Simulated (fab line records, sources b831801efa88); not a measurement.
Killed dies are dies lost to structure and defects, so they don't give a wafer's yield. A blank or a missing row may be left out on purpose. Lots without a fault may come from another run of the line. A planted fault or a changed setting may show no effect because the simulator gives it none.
One fault seen from 2 desks | flow gf180mcu | each desk has only its own numbers; what lay behind them comes last

THE TOOL OWNER'S DESK: pvd_sputter-02
The tool's own readings at GF_M4_SPUTTER_04 (material TiN, target thk 50 nm, time 41.7 s): means of the sampled wafers that have a number, for each lot that ran on this tool. A lot is out of limits, marked OUT, if its mean lies more than 4 standard deviations from the usual mean; the brackets give that distance.
Columns: A = throttle_valve_pct at GF_M4_SPUTTER_04, usual 29.8 %
lot  | first seen here | A
L738 | day 22 21:56    | 30.5
L749 | day 27 13:01    | 30.2
L751 | day 27 21:02    | 29.7
L754 | day 28 15:33    | 29.1
This desk's finding: nothing out of limits on any of the 4 lots.

THE METROLOGY DESK
What the gauges read, lot by lot, whatever tool the lot ran on: means of the sampled wafers that have a number. A lot is out of limits, marked OUT, if its mean lies more than 4 standard deviations from the usual mean; the brackets give that distance. Of its 9 readings 7 are shown: those that lie furthest out on some lot.
Columns: A = V3_W_RS at GF_V3_RS_MEAS_24, usual 0.329 ohm/sq; B = V3_W_THK at GF_V3_THK_MEAS_25, usual 347 nm; C = M4_ALCU_RS at GF_M4_RS_MEAS_05, usual 0.0699 ohm/sq; D = M4_ALCU_THK at GF_M4_THK_MEAS_06, usual 449 nm; E = cd_nm at GF_M4_CD_MEAS_14, usual 280.3 nm; F = V4_CVD_02_THK at GF_V4_THK_MEAS_03, usual 847 nm; G = V4_BOW at GF_V4_BOW_MEAS_05, usual 134 um
lot  | first seen here | A     | B   | C      | D   | E     | F   | G
L738 | day 22 21:16    | 0.325 | 350 | 0.0702 | 451 | 282.4 | 855 | 140
L739 | day 23 08:01    | 0.323 | 357 | 0.0700 | 449 | 281.2 | 840 | 119
L749 | day 27 12:22    | 0.332 | 341 | 0.0686 | 447 | 280.0 | 863 | 139
L751 | day 27 20:22    | 0.329 | 344 | 0.0696 | 430 | 280.4 | 836 | 145
L754 | day 28 14:56    | 0.329 | 344 | 0.0695 | 435 | 280.1 | 846 | 132
L755 | day 28 16:44    | 0.324 | 347 | 0.0697 | 449 | 278.7 | 844 | 134
L758 | day 29 09:52    | 0.333 | 343 | 0.0704 | 443 | 280.5 | 830 | 138
This desk's finding: nothing out of limits on any of the 7 lots.

PUT TOGETHER
The tool owner's desk saw nothing out of limits.
The metrology desk saw nothing out of limits.

WHAT THE SIMULATOR HAD PUT IN
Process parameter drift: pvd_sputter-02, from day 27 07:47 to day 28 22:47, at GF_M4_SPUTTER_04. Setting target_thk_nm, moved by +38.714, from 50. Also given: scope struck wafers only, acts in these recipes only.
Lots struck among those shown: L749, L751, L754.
